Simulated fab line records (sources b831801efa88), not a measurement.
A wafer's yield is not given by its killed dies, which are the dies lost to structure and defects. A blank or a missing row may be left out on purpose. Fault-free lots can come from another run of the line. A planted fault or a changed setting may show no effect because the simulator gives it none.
The tool behind it: which one? ; flow sky130 ; 12 lots with 36 wafers sampled at 5 steps, on a route of 708 steps

## WHAT THE GAUGES SHOWED, per wafer
SKY_VIA4_THK_MEAS_01.
lot;measured;on;VIA4_HDPCVD_THK (nm)
L224;day 43 00:20;filmMetro-02;1746 1747 1731
L225;day 43 06:50;filmMetro-03;1744 1758 1746
L226;day 43 08:43;filmMetro-03;1734 1750 1729
L227;day 43 15:54;filmMetro-03;1766 1818 1760
L229;day 44 10:42;filmMetro-02;1781 1776 1763
L230;day 44 12:34;filmMetro-03;1748 1740 1739
L235;day 45 12:41;filmMetro-03;1747 1755 1770
L236;day 45 14:47;filmMetro-02;1775 1751 1724
L237;day 45 23:51;filmMetro-03;1762 1787 1766
L238;day 46 03:26;filmMetro-04;1750 1766 1738
L241;day 46 19:38;filmMetro-02;2094 1758 1758
L246;day 47 22:02;filmMetro-02;1737 1769 1747

## WHICH TOOL RAN EACH LOT (tool, then ch and the chambers of the sampled wafers, then the start)
lot;SKY_METAL4_SPUTTER_04;SKY_CAP2M_CVD_00;SKY_METAL4_ETCH_17;SKY_VIA4_HDPCVD_00
L224;pvdSputter-03, day 41 00:25;pecvd-02 ch 0,2, day 41 00:28;rieDiel-03 ch 0,1,2, day 42 23:13;hdpcvd-02 ch 0,1, day 43 00:03
L225;pvdSputter-03, day 41 05:26;pecvd-03 ch 0,1,2, day 41 05:29;rieDiel-04 ch 0,3, day 43 05:46;hdpcvd-02 ch 0, day 43 06:34
L226;pvdSputter-03, day 41 07:01;pecvd-04 ch 0,1,2, day 41 07:04;rieDiel-04 ch 0,2,3, day 43 07:39;hdpcvd-02 ch 0,1, day 43 08:26
L227;pvdSputter-03, day 41 13:41;pecvd-04 ch 0,1,2, day 41 13:44;rieDiel-04 ch 0,1,3, day 43 14:56;hdpcvd-01 ch 0,1,2, day 43 15:43
L229;pvdSputter-04, day 42 08:38;pecvd-02 ch 0,1,2, day 42 08:41;rieDiel-02 ch 1,2,3, day 44 09:38;hdpcvd-01 ch 2, day 44 10:25
L230;pvdSputter-02, day 42 11:31;pecvd-04 ch 1, day 42 11:34;rieDiel-04 ch 0,1, day 44 11:29;hdpcvd-02 ch 1,2, day 44 12:23
L235;pvdSputter-04, day 43 13:28;pecvd-04 ch 0,2, day 43 13:31;rieDiel-03 ch 1,3, day 45 11:39;hdpcvd-01 ch 0,1,2, day 45 12:29
L236;pvdSputter-03, day 43 16:07;pecvd-03 ch 0,1,2, day 43 16:10;rieDiel-03 ch 0,1,3, day 45 13:47;hdpcvd-01 ch 0,1,2, day 45 14:37
L237;pvdSputter-03, day 44 03:35;pecvd-04 ch 0,1, day 44 03:38;rieDiel-02 ch 0,1, day 45 22:48;hdpcvd-01 ch 1,2, day 45 23:40
L238;pvdSputter-03, day 44 05:41;pecvd-04 ch 0,1, day 44 05:44;rieDiel-03 ch 0,1,2, day 46 01:58;hdpcvd-02 ch 0,2, day 46 03:16
L241;pvdSputter-04, day 45 00:28;pecvd-03 ch 0,2, day 45 00:31;rieDiel-04 ch 0,1,3, day 46 18:28;hdpcvd-02 ch 0,1,2, day 46 19:27
L246;pvdSputter-02, day 46 03:02;pecvd-03 ch 0,1, day 46 03:05;rieDiel-02 ch 0,2,3, day 47 21:04;hdpcvd-01 ch 0,1, day 47 21:51
- SKY_METAL4_SPUTTER_04: material TiN, target thk 70 nm, time 58.3 s.
- SKY_CAP2M_CVD_00: deposits SiO2, target thk 15.5 nm.
- SKY_METAL4_ETCH_17: etches SiO2 in C4F8/O2/Ar, stops on TiN, time 3.9 s, target depth 15 nm.
- SKY_VIA4_HDPCVD_00: deposits SiO2, target thk 1750 nm, time 291.7 s.

## AS READ BY THE TOOLS THEMSELVES (means over the sampled wafers that have a number; for cases with no such wafer, the mark the record gives instead)
SKY_METAL4_SPUTTER_04.
lot;tool;throttleValvePct (%)
L224;pvdSputter-03;30.2
L225;pvdSputter-03;31.1
L226;pvdSputter-03;30.1
L227;pvdSputter-03;30.1
L229;pvdSputter-04;30.1
L230;pvdSputter-02;29.5
L235;pvdSputter-04;29.9
L236;pvdSputter-03;30.1
L237;pvdSputter-03;30.1
L238;pvdSputter-03;29.9
L241;pvdSputter-04;30.5
L246;pvdSputter-02;29.6

SKY_CAP2M_CVD_00.
lot;tool;heaterPowerW (W)
L224;pecvd-02;815
L225;pecvd-03;715
L226;pecvd-04;624
L227;pecvd-04;631
L229;pecvd-02;719
L230;pecvd-04;678
L235;pecvd-04;585
L236;pecvd-03;691
L237;pecvd-04;648
L238;pecvd-04;672
L241;pecvd-03;740
L246;pecvd-03;639

SKY_METAL4_ETCH_17.
lot;tool;oesProductAu (a.u.)
L224;rieDiel-03;0.752
L225;rieDiel-04;0.764
L226;rieDiel-04;0.759
L227;rieDiel-04;0.757
L229;rieDiel-02;0.753
L230;rieDiel-04;0.760
L235;rieDiel-03;0.763
L236;rieDiel-03;0.754
L237;rieDiel-02;0.756
L238;rieDiel-03;0.758
L241;rieDiel-04;0.758
L246;rieDiel-02;0.760

SKY_VIA4_HDPCVD_00.
lot;tool;sih4FlowSccm (sccm)
L224;hdpcvd-02;60.18
L225;hdpcvd-02;59.99
L226;hdpcvd-02;59.91
L227;hdpcvd-01;60.00
L229;hdpcvd-01;60.12
L230;hdpcvd-02;59.94
L235;hdpcvd-01;59.98
L236;hdpcvd-01;59.96
L237;hdpcvd-01;59.94
L238;hdpcvd-02;60.11
L241;hdpcvd-02;64.12
L246;hdpcvd-01;60.11

## THE ANSWER, worked out from the rows above alone
Rule: the usual values come from the lots themselves. Put in order of their means at a reading, lots are off if they are a third of the lots or fewer, leave a main group of 4 or more, and stand apart from it by a gap of 3 or more times the standard deviation of the main group's means; of several such gaps the widest counts. The tables above print the reading to a certain number of digits; a main group whose means all agree to those digits is not used. A lot without any number at a reading at which 4 lots or more have one is off too. All remaining lots with rows at the step are treated as sound. First the gauges in route order, then the tools' own readings, where a lot's mean is used as printed above. At the first step where some lot is off, the reading lying furthest off is the one used; lots without a number count as furthest.
Off: at SKY_VIA4_THK_MEAS_01 (VIA4_HDPCVD_THK), L241. Mean 1755 nm and standard deviation 14 in the main group.
If a tool, at a process step before that reading, ran all the lots that are off and no sound lot after the first of them, it fits. Not tried: the gauges at SKY_VIA4_THK_MEAS_01; whatever is off there is also off at SKY_VIA4_HDPCVD_00, on other tools, and gauge error can't account for it. Can't be told from this: 3 tools fit, pvdSputter-04 at SKY_METAL4_SPUTTER_04, rieDiel-04 at SKY_METAL4_ETCH_17, hdpcvd-02 at SKY_VIA4_HDPCVD_00.

## WHAT THE SIMULATOR HAD INSERTED
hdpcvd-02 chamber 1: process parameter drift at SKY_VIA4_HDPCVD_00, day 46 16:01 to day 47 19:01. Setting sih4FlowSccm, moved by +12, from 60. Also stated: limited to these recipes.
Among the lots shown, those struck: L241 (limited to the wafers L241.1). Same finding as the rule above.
